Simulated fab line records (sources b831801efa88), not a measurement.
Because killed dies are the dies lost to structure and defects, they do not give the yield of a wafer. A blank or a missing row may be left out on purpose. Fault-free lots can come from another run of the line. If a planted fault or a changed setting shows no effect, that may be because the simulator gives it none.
8D (eight disciplines) problem report, filled in by code + flow sky130 + the parts of the form that need people (team, actions taken, sign-off) are left out

## 1. WHAT WENT WRONG
Wafers without a fault read 22.99 C, standard deviation 0.1; developerTempC at SKY_RES_XHIGH_DEVELOP_06 reads a mean of 23.93 C on 6 wafers belonging to 2 lots. That is +9.4 standard deviations from the usual mean.
The step: develop time 60 s.
First observed at day 31 01:55: wafer L794.1, on lithoTrack-04. The record has a number at this step for 42 wafers belonging to 14 lots. Rule for "out", or "out of limits": more than 4 standard deviations from the usual mean. Any other wafer with a number is counted as sound.

## 2. WHAT IT IS, AND WHAT IT ISN'T
| question                    | is                     | is not                                                                                             |
|-----------------------------|------------------------|----------------------------------------------------------------------------------------------------|
| which readings at this step | developerTempC         | -                                                                                                  |
| which lots                  | L794, L795             | L783, L784, L785, L789, L792, L793, L798, L800, L801, L802, L803, L804                             |
| which wafers of those lots  | all that have a number | -                                                                                                  |
| read on which tools         | lithoTrack-04          | lithoTrack-01, lithoTrack-02                                                                       |
| when                        | from day 31 01:55      | up to then (18 sound wafers); but 18 sound wafers of L798, L800, L801, L802, L803, L804 came after |

## 3. THE SUSPECTS, EACH WITH WHAT RULES IT OUT
Counting: a tool stays on the suspect list if, at a process step up to the reading, it processed all lots that are out and no sound lot following the first of them.
- lithoTrack-04 at SKY_RES_XHIGH_DEVELOP_06 (develop time 60 s): ruled out as a lasting fault. The sound lots L802 went through it after L794, its earliest lot that is out (day 31 01:55).
Left after counting: nothing in the record.

## 4. THE CAUSE (what the simulator had put in)
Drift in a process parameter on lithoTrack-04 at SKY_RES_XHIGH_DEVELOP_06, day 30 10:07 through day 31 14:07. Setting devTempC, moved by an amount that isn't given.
Counting ruled it out, wrongly.

## 5. THE CHAIN OF EFFECTS, in route order
Each row: a reading where the mean over the struck wafers with a number is more than 3 standard deviations away from the usual. Only readings whose record carries a usual standard deviation are examined. hours: median over the lots of the time between each lot's start at the first step of this table that gives one and its start at this step. sigmas: the change, counted in usual standard deviations.
| hours | step                     | reading        | usual   | on struck wafers | change | sigmas |
|-------|--------------------------|----------------|---------|------------------|--------|--------|
| 0     | SKY_RES_XHIGH_DEVELOP_06 | developerTempC | 22.99 C | 23.93            | +0.94  | +9.4   |
Here are the process steps it includes:
- SKY_RES_XHIGH_DEVELOP_06: develop time 60 s.
At these later measuring or inspecting steps, every struck wafer for which the step has a row has a number for every such reading, and none has moved that far: SKY_CONTACT_BOW_MEAS_05.

## 6. HOW IT WOULD HAVE BEEN CAUGHT EARLIER
First out-of-limits reading in this record: day 31 01:55, which is 16 hours after fault onset at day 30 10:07.
